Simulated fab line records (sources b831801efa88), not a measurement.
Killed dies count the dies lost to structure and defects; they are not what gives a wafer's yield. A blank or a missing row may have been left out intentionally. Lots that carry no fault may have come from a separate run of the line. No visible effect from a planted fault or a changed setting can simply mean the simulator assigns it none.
Split-lot trial ; flow sfqLine ; route with 325 steps; 5 lots, 23 wafers read

THE SPLIT
At SFQ_TRILAYER_JJ_TRILAYER_DEP_SPUTTER_109 (material Nb, target thk 150 nm, time 100 s), the setting powerW was moved away from the recipe's 2000 W on 4 of the 23 wafers read, by -8.9% to +11.1%. All remaining wafers had this setting at the recipe value.

Reading taken at the split's own step.

THE READING
Nb_of_TRILAYER_JJ_TRILAYER_DEP_SPUTTER_109.thkNm (the simulator's own value, which no gauge read), in nm, at SFQ_TRILAYER_JJ_TRILAYER_DEP_SPUTTER_109 (material Nb, target thk 150 nm, time 100 s). The file does not state a usual value for it. Average 150.5 nm, standard deviation 1.2 nm, over the 19 wafers here run with the recipe.

wafer;tool, chamber at the split;powerW as run, W;against the recipe;Nb_of_TRILAYER_JJ_TRILAYER_DEP_SPUTTER_109.thkNm, nm;against lot-mates on the recipe
L075.1;pvdSputter-03, -;2000;recipe;150.4;-
L075.3;pvdSputter-03, -;2000;recipe;149.8;-
L075.4;pvdSputter-03, -;2000;recipe;150.8;-
L075.5;pvdSputter-03, -;2000;recipe;150.3;-
L075.6;pvdSputter-03, -;2000;recipe;151.5;-
L077.1;pvdSputter-06, -;2000;recipe;150.9;-
L077.4;pvdSputter-06, -;2000;recipe;151.2;-
L077.6;pvdSputter-06, -;2000;recipe;149.3;-
L080.1;pvdSputter-06, -;2223;+11.1%;169.5;+17.1
L080.2;pvdSputter-06, -;2000;recipe;152.9;-
L080.4;pvdSputter-06, -;2000;recipe;151.7;-
L080.5;pvdSputter-06, -;2223;+11.1%;166.4;+14.0
L080.6;pvdSputter-06, -;2000;recipe;152.7;-
L081.2;pvdSputter-03, -;2000;recipe;150;-
L081.3;pvdSputter-03, -;2000;recipe;151;-
L081.4;pvdSputter-03, -;2000;recipe;150.1;-
L081.5;pvdSputter-03, -;2000;recipe;150.9;-
L081.6;pvdSputter-03, -;2000;recipe;150.2;-
L083.1;pvdSputter-03, -;2000;recipe;147.8;-
L083.2;pvdSputter-03, -;2000;recipe;148.7;-
L083.3;pvdSputter-03, -;1823;-8.9%;135.5;-13.0
L083.4;pvdSputter-03, -;2000;recipe;149.1;-
L083.6;pvdSputter-03, -;1823;-8.9%;134.8;-13.7

FIT RESULTS
A straight line over all 23 wafers: Nb_of_TRILAYER_JJ_TRILAYER_DEP_SPUTTER_109.thkNm changes by +1.63 nm for each +1% of powerW; r = +0.98; the points scatter about the line by 1.3 nm.
The same after taking each lot's own level away (the mean of its wafers on the recipe; 23 wafers): +1.44 nm for each +1%; r = +0.99; scatter 0.77 nm.
Per that fit: largest powerW move, reading shift of 16 nm.
Across the lots, their own levels run from 148.53 to 152.43 nm, a range of 3.1 times the standard deviation given above.
Thus the slope moves with the lot-to-lot level: the two fits are different.
Check: +15.4 nm against its lot-mates is what the line predicts for one of the wafers moved furthest among these (+11.1%) when that wafer is left out of the fit. Against them it came out at +17.1 nm.

ADDITIONAL SPLITS CARRIED BY THESE WAFERS
Note: prior to the reading, these wafers also went through further splits. Each is held against what the fit with the lots' levels taken away leaves over:
other split on the same wafers;wafers away from the commonest value;r with Nb_of_TRILAYER_JJ_TRILAYER_DEP_SPUTTER_109.thkNm (lot level and that fit taken away)
SFQ_TRILAYER_I3_VIA_BARC_OPEN_VIA_ETCH_121 timeS;9;+0.05
SFQ_TRILAYER_M4_DEP_SPUTTER_091 timeS;6;+0.26
SFQ_TRILAYER_M4_LITHO_PEB_096 pebTimeS;11;+0.08
SFQ_TRILAYER_I4_VIA_LITHO_PEB_106 pebTimeS;9;-0.14
SFQ_TRILAYER_I4_VIA_BARC_OPEN_VIA_ETCH_146 sourceW;5;+0.29

THE FILE'S OWN FIT
Nb_of_TRILAYER_JJ_TRILAYER_DEP_SPUTTER_109.thkNm changes by +1.44 nm for each +1% of powerW, r = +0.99.
